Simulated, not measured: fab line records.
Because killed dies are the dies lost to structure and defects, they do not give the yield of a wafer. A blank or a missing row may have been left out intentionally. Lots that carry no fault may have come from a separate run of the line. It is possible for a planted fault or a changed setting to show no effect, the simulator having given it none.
Problem report, 8D (eight disciplines) form, completed by code -- flow gf180mcu -- the parts of the form that need people (team, actions taken, sign-off) are left out

## 1. PROBLEM STATEMENT
Mean of heaterPowerTotalW at GF_M4_PEB_12: 91.69 W across 6 wafers in 2 lots; on wafers with no fault it is 85.70 W (standard deviation 0.084). Measured from the usual mean, that is +71 standard deviations.
The step: peb time 90 s.
First seen on wafer L184.2, day 29 09:06, on lithoTrack-04. Wafers with a number at this step in the record: 39, from 13 lots. Rule for "out" (also "out of limits"): further than 4 standard deviations from the usual mean. All remaining wafers that have a number are taken as sound.

## 2. WHAT IT IS, AND WHAT IT ISN'T
question,is,is not
which readings at this step,heaterPowerTotalW,chillPlateTempC
which lots,"L184, L185","L165, L166, L167, L168, L169, L170, L171, L173, L175, L176, L187"
which wafers of those lots,all that have a number,-
read on which tools,lithoTrack-04,"lithoTrack-01, lithoTrack-03"
when,from day 29 09:06,up to then (30 sound wafers); but 3 sound wafers of L187 came after

## 3. WHAT RULES OUT EACH SUSPECT
Counting: a tool at any process step up to the reading remains a suspect when it ran all the lots that are out and ran no sound lot after the first of those.
- lithoTrack-04 at GF_M4_PEB_12 (peb time 90 s): kept. All lots that are out passed through it, beginning with L184 at day 29 09:06, and no sound lot followed; its final sound lot before that point was L175 at day 27 06:15. Its own readings are out on those wafers: heaterPowerTotalW.
Remaining after the count: lithoTrack-04 at GF_M4_PEB_12.

## 4. THE CAUSE (what the simulator had put in)
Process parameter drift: lithoTrack-04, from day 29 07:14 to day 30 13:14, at GF_M4_PEB_12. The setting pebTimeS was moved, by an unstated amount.
Counting left only this tool.

## 5. THE CHAIN OF EFFECTS, in route order
Each row: a reading where the mean over the struck wafers with a number is more than 3 standard deviations away from the usual. Readings are gone through only where the record gives a usual standard deviation; hours: the median, over the lots, of the time from a lot's start at the first step in this table giving one to that lot's start at this step; sigmas: the change measured in usual standard deviations.
hours,step,reading,usual,on struck wafers,change,sigmas
0,GF_M4_PEB_12,heaterPowerTotalW,85.70 W,91.69,+5.99,+71
The process steps in it:
- GF_M4_PEB_12: peb time 90 s.

## 6. HOW IT WOULD HAVE BEEN CAUGHT EARLIER
2 hours passed between the start of the fault at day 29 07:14 and the first reading out of limits in this record, taken at day 29 09:06.
